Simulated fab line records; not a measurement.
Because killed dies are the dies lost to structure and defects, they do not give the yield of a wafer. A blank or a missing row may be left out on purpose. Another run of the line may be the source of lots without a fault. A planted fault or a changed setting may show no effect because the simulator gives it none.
Which tool is to blame? -- flow gf180mcu -- 13 lots with 39 wafers sampled at 5 steps, on a route of 602 steps

WHAT THE GAUGES SHOWED, per wafer
GF_HV_LDD_CD_MEAS_46: target cd 400 nm.
lot,measured,on,cd-nm (nm)
L765,day 12 07:08,cd-sem-02,397.5 398.5 401.3
L766,day 12 21:39,cd-sem-01,404.9 402.7 399.4
L767,day 13 14:20,cd-sem-01,401.7 401.0 400.6
L768,day 13 16:07,cd-sem-02,398.5 397.6 397.8
L774,day 15 09:29,cd-sem-02,403.1 403.5 401.4
L776,day 16 02:23,cd-sem-01,403.1 400.2 399.8
L779,day 17 02:42,cd-sem-02,398.2 398.6 399.5
L781,day 17 18:40,cd-sem-02,401.1 401.7 399.6
L783,day 18 05:50,cd-sem-01,399.6 398.1 400.6
L784,day 18 11:41,cd-sem-02,402.6 399.7 399.3
L786,day 19 08:35,cd-sem-01,401.6 401.7 402.7
L787,day 19 13:52,cd-sem-02,398.0 399.3 397.5
L788,day 20 02:59,cd-sem-01,404.0 403.7 401.7

GF_HV_LDD_RS_MEAS_53: uses a four-point probe to measure.
lot,measured,on,HV_LDD_RS (ohm/sq)
L765,day 12 07:47,film-metro-01,418.7 418.4 418.5
L766,day 12 22:14,film-metro-03,419.2 419.9 419.3
L767,day 13 14:55,film-metro-03,419.2 418.8 419.1
L768,day 13 16:42,film-metro-01,418.3 418.7 418.2
L774,day 15 10:04,film-metro-04,411.0 411.5 411.8
L776,day 16 02:58,film-metro-04,411.9 411.8 412.1
L779,day 17 03:17,film-metro-01,418.5 417.7 417.2
L781,day 17 19:15,film-metro-03,417.2 418.1 418.1
L783,day 18 06:25,film-metro-03,418.5 418.8 418.7
L784,day 18 12:22,film-metro-01,418.4 418.5 417.6
L786,day 19 09:10,film-metro-03,418.3 417.3 417.7
L787,day 19 14:27,film-metro-03,418.5 418.9 417.5
L788,day 20 03:37,film-metro-03,417.4 417.2 417.7

GF_HV_LDD_THK_MEAS_55.
lot,measured,on,HV_LDD_CVD_54_THK (nm)
L765,day 12 10:01,film-metro-04,9.89 10.14 10.05
L766,day 12 23:52,film-metro-03,9.92 9.97 9.84
L767,day 13 16:03,film-metro-04,10.10 10.08 10.13
L768,day 13 17:50,film-metro-03,9.83 9.96 9.91
L774,day 15 11:12,film-metro-01,10.10 10.09 10.04
L776,day 16 04:06,film-metro-03,9.82 9.75 9.78
L779,day 17 04:24,film-metro-04,10.04 10.13 10.14
L781,day 17 20:22,film-metro-04,10.28 10.34 10.21
L783,day 18 07:33,film-metro-01,9.83 10.02 9.77
L784,day 18 13:29,film-metro-04,9.88 9.94 9.89
L786,day 19 10:37,film-metro-03,10.30 10.31 10.15
L787,day 19 16:05,film-metro-01,10.07 9.92 10.08
L788,day 20 04:46,film-metro-04,10.24 10.22 10.11

WHICH TOOL RAN EACH LOT (tool, then ch and the chambers of the sampled wafers, then the start)
lot,GF_HV_LDD_STRIP_22,GF_HV_LDD_IMPLANT_35
L765,"plasma-asher-04 ch 0, day 10 16:43","implanter-01 ch 0, day 11 11:40"
L766,"plasma-asher-02 ch 0,1, day 11 07:04","implanter-04 ch 0, day 12 01:45"
L767,"plasma-asher-02 ch 0,1, day 11 23:10","implanter-01 ch 0, day 12 17:32"
L768,"plasma-asher-04 ch 0,1, day 12 00:38","implanter-01 ch 0, day 12 19:37"
L774,"plasma-asher-04 ch 0,1, day 13 14:52","implanter-01 ch 0, day 14 11:16"
L776,"plasma-asher-01 ch 0,1, day 14 06:16","implanter-01 ch 0, day 15 03:46"
L779,"plasma-asher-02 ch 0,1, day 15 04:42","implanter-02 ch 0, day 16 03:46"
L781,"plasma-asher-04 ch 0,1, day 15 21:18","implanter-02 ch 0, day 16 19:29"
L783,"plasma-asher-01 ch 0,1, day 16 07:04","implanter-02 ch 0, day 17 06:13"
L784,"plasma-asher-02 ch 0,1, day 16 13:52","implanter-02 ch 0, day 17 12:49"
L786,"plasma-asher-04 ch 0,1, day 17 09:07","implanter-02 ch 0, day 18 08:32"
L787,"plasma-asher-01 ch 0,1, day 17 14:12","implanter-04 ch 0, day 18 13:26"
L788,"plasma-asher-02 ch 0,1, day 18 02:25","implanter-01 ch 0, day 19 02:37"
- GF_HV_LDD_STRIP_22: strips in O2/N2.
- GF_HV_LDD_IMPLANT_35

WHAT THE TOOLS THEMSELVES READ (means of the sampled wafers that have a number; where no wafer has one, the mark that the record gives instead)
GF_HV_LDD_STRIP_22.
lot,tool,drypump-motor-current-A (A),heater-power-w (W),o2-flow-sccm (sccm),oes-product-au (a.u.),strip-time-to-endpoint-s (s)
L765,plasma-asher-04,5.5,326,3008,0.717,12.62
L766,plasma-asher-02,6.2,295,3007,0.715,12.61
L767,plasma-asher-02,6.2,290,3010,0.714,12.67
L768,plasma-asher-04,5.3,356,2987,0.717,12.58
L774,plasma-asher-04,5.4,341,3004,0.719,12.64
L776,plasma-asher-01,5.3,307,3001,0.721,12.62
L779,plasma-asher-02,6.3,292,2993,0.711,12.65
L781,plasma-asher-04,5.3,360,3006,0.716,12.62
L783,plasma-asher-01,5.3,307,2993,0.714,12.59
L784,plasma-asher-02,6.2,295,3000,0.714,12.61
L786,plasma-asher-04,5.4,342,3008,0.719,12.66
L787,plasma-asher-01,5.3,332,2996,0.715,12.63
L788,plasma-asher-02,6.3,294,2999,0.713,12.60

GF_HV_LDD_IMPLANT_35.
lot,tool,dose-ions-cm2,faraday-current-uA
L765,implanter-01,7.490e+12,42.0
L766,implanter-04,7.502e+12,42.2
L767,implanter-01,7.492e+12,42.5
L768,implanter-01,7.492e+12,42.0
L774,implanter-01,9.970e+12,55.3
L776,implanter-01,9.968e+12,55.9
L779,implanter-02,7.498e+12,42.3
L781,implanter-02,7.498e+12,41.8
L783,implanter-02,7.504e+12,43.0
L784,implanter-02,7.487e+12,42.3
L786,implanter-02,7.508e+12,42.1
L787,implanter-04,7.498e+12,42.8
L788,implanter-01,7.495e+12,43.1

THE ANSWER, worked out from the rows above alone
Rule: usual is defined by the lots themselves. The widest of any qualifying gaps counts: lots, ordered by their means at a reading, are off when they make up no more than a third of the lots, leave a main group of 4 or more, and stand apart from it by 3 or more times the standard deviation of that group's means. Not used: any main group whose means are identical at the precision the tables above print for the reading. Also off: a lot with no number at a reading for which 4 or more lots have one. Where the step has rows for the other lots, those lots are counted as sound. Order of review: gauges by route order, followed by the tools' own readings, for which a lot's mean as printed above is used. The first step at which some lot is off is used, and at that step the reading that is off furthest; a lot without a number counts as furthest.
Off: L774, L776, seen at GF_HV_LDD_RS_MEAS_53 (HV_LDD_RS). The main group: mean 418.3 ohm/sq, standard deviation 0.58.
If a tool, at a process step before that reading, ran all the lots that are off and no sound lot after the first of them, it fits. Not tried: the gauges at GF_HV_LDD_RS_MEAS_53; whatever is off there is also off at GF_HV_LDD_IMPLANT_35, on other tools, and gauge error can't account for it. Not one of the candidates tried fits.

WHAT THE SIMULATOR HAD PUT IN
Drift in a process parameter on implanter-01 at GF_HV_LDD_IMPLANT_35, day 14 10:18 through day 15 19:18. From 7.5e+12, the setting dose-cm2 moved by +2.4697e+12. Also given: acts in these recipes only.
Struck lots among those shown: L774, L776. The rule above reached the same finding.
